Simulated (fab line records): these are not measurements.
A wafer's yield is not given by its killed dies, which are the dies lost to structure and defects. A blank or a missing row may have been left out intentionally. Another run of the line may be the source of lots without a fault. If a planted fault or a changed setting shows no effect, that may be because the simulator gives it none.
Comparing a struck lot with a sound one :: flow sky130 :: 29 steps out of a route of 708
Sound: these wafers, L792.1, L792.2, L792.5. The struck wafers were L801.2, L801.5, L801.6. The cause comes at the end.
Each step with rows lists, per side, the tool, then ch with its chambers, then its first start. Under that, the readings that differ: sound wafers :: struck wafers :: difference of the means :: sigmas: that difference in standard deviations of wafers without a fault.
alike: words and numbers the same on both sides, and readings whose means are apart by under 2 such deviations; not compared: readings that were withheld, readings missing a value for some wafer, numbers with overlapping values and no deviation given by the record, and bounds like >300 which may hide the same value.
Wherever a step has rows on one side only, a row that says differs or no value, or a row with sigmas, the two part there. When numbers do not overlap yet have no deviation, they are printed without sigmas and do not part them. Lack of a reading on every wafer of one side parts them only where that side has two or more wafers.

SKY_POLY_GATE_CD_MEAS_13: target cd 150 nm.
  sound on cd-sem-01 at day 18 09:55; struck on cd-sem-01 at day 21 13:42
  alike: cd-nm
SKY_POLY_GATE_OVL_MEAS_14:
  sound on overlay-02 at day 18 10:02; struck on overlay-01 at day 21 13:48
  alike: POLY_GATE_OVL
SKY_POLY_GATE_ETCH_15: etches BARC in N2/H2, stops on SiO2, time 118.5 s, target depth 110 nm.
  sound on rie-diel-02 ch 1,3, day 18 10:05; struck on rie-diel-04 ch 0,1, day 21 13:50
  alike: drypump-motor-current-A, oes-product-au, throttle-valve-pct
  not compared: rf-hours-counter-h
SKY_POLY_GATE_ETCH_16: etches Si3N4 in CH3F/O2, stops on poly-Si, time 147.5 s, target depth 75 nm.
  sound on rie-diel-02 ch 1,3, day 18 10:10; struck on rie-diel-04 ch 0,1, day 21 13:55
  alike: ch3f-flow-sccm, drypump-motor-current-A, oes-product-au, throttle-valve-pct
  not compared: rf-hours-counter-h
SKY_POLY_GATE_ETCH_17: etches poly-Si in HBr/Cl2, stops on SiO2, target depth 180 nm, time 70.5 s.
  sound on rie-si-01 ch 0,1, day 18 10:16; struck on rie-si-01 ch 1,2, day 21 14:01
  alike: drypump-motor-current-A, mfc-cl2-sccm, oes-product-au, throttle-valve-pct
  not compared: rf-hours-counter-h
SKY_POLY_GATE_STRIP_18: strips in O2/N2.
  sound on plasma-asher-04 ch 0,1, day 18 10:19; struck on plasma-asher-03 ch 0,1, day 21 14:04
reading: drypump-motor-current-A (A)
sound: 6.0 5.8 6.0
struck: 4.9 5.8 4.9
difference: -0.7
sigmas: -2
  alike: oes-product-au, strip-time-to-endpoint-s
  not compared: rf-hours-counter-h
then, 2 steps without rows for these wafers: SKY_POLY_GATE_CLEAN_19 (cleans in SC1/SC2, time 150 s); SKY_POLY_GATE_OXIDATION_20 (stabilise 600 s, purge 300 s, target thk 4 nm).
SKY_POLY_GATE_THK_MEAS_21:
  sound on film-metro-02 at day 18 13:08; struck on film-metro-04 at day 21 15:29
  alike: POLY_GATE_OXIDATION_THK
SKY_POLY_GATE_CD_MEAS_22:
  sound on cd-sem-02 at day 18 13:12; struck on cd-sem-02 at day 21 15:34
  alike: cd-nm
then, 2 steps without rows for these wafers: SKY_LDD_N_DEHYDRATE_00 (time 60 s); SKY_LDD_N_HMDS_01 (prime time 60 s).
SKY_LDD_N_COAT_02: resist thk 300 nm.
  sound on litho-track-02 ch 0, day 19 04:08; struck on litho-track-02 ch 0, day 22 06:36
reading: spin-speed-rpm (rpm)
sound: 2994.8 2996.7 2993.6
struck: 2844.3 2840.1 2842.5
difference: -152.7
sigmas: -73

reading: model.NOVOLAK_of_LDD_N_COAT_02.thk-nm (nm)
sound: 300.1 300.5 301.1
struck: 309 308.8 308.8
difference: +8
sigmas: 
then, 3 steps without rows for these wafers: SKY_LDD_N_SOFTBAKE_03 (time 60 s); SKY_LDD_N_EXPOSE_04 (exposes mask NTM, target cd 840 nm); SKY_LDD_N_PEB_05.
SKY_LDD_N_DEVELOP_06: develop time 60 s.
  sound on litho-track-02 ch 0, day 19 20:02; struck on litho-track-03 ch 0, day 22 21:17
reading: model.NOVOLAK_of_LDD_N_COAT_02.thk-nm (nm)
sound: 299.7 300.1 300.7
struck: 308.6 308.4 308.3
difference: +8.3
sigmas: 
SKY_LDD_N_OVL_MEAS_07:
  sound on overlay-01 at day 19 20:11; struck on overlay-01 at day 22 21:26
reading: LDD_N_OVL (nm)
sound: 2.2 -0.4 2.0
struck: -2.4 -2.7 -2.5
difference: -3.8
sigmas: -3
then, 8 steps without rows for these wafers: SKY_LDD_N_IMPLANT_08; SKY_LDD_N_IMPLANT_09; SKY_LDD_N_IMPLANT_10; SKY_LDD_N_IMPLANT_11; SKY_LDD_N_IMPLANT_12; SKY_LDD_N_IMPLANT_13; SKY_LDD_N_IMPLANT_14; SKY_LDD_N_IMPLANT_15.
SKY_LDD_N_STRIP_16: strips in O2/N2.
  sound on plasma-asher-04 ch 0,1, day 19 21:25; struck on plasma-asher-02 ch 0,1, day 22 22:40
reading: strip-time-to-endpoint-s (s)
sound: 4.291 4.329 4.310
struck: 4.429 4.418 4.439
difference: +0.119
sigmas: +10
  alike: drypump-motor-current-A, oes-product-au
  not compared: rf-hours-counter-h
SKY_LDD_N_TW_MEAS_17:
  sound on film-metro-01 at day 19 21:31; struck on film-metro-03 at day 22 22:46
reading: LDD_N_TW
sound: 2652 2662 2654
struck: 2586 2575 2575
difference: -77
sigmas: -3
-- a jump in the record: the struck wafers' starts before and after are 26 days apart (it breaks off in module LDD_N and resumes in module PAD_OPEN, where the first step shown is number 708 of the route) --
SKY_PAD_OPEN_PROBE_99:
  sound on prober-02 at day 47 07:15; struck on prober-01 at day 49 03:49
reading: killed-at-front-end
sound: 9 11 11
struck: 17 17 23
difference: +9
sigmas: +2
  alike: killed_at_M0_to_M3, killed_at_M4_up, killed-at-contacts, killed-at-other, killed-dies, killed-open, killed-short

WHERE THEY PART
Last at SKY_PAD_OPEN_PROBE_99 as far as this record goes, first at SKY_POLY_GATE_STRIP_18.

WHY: what the simulator had put in
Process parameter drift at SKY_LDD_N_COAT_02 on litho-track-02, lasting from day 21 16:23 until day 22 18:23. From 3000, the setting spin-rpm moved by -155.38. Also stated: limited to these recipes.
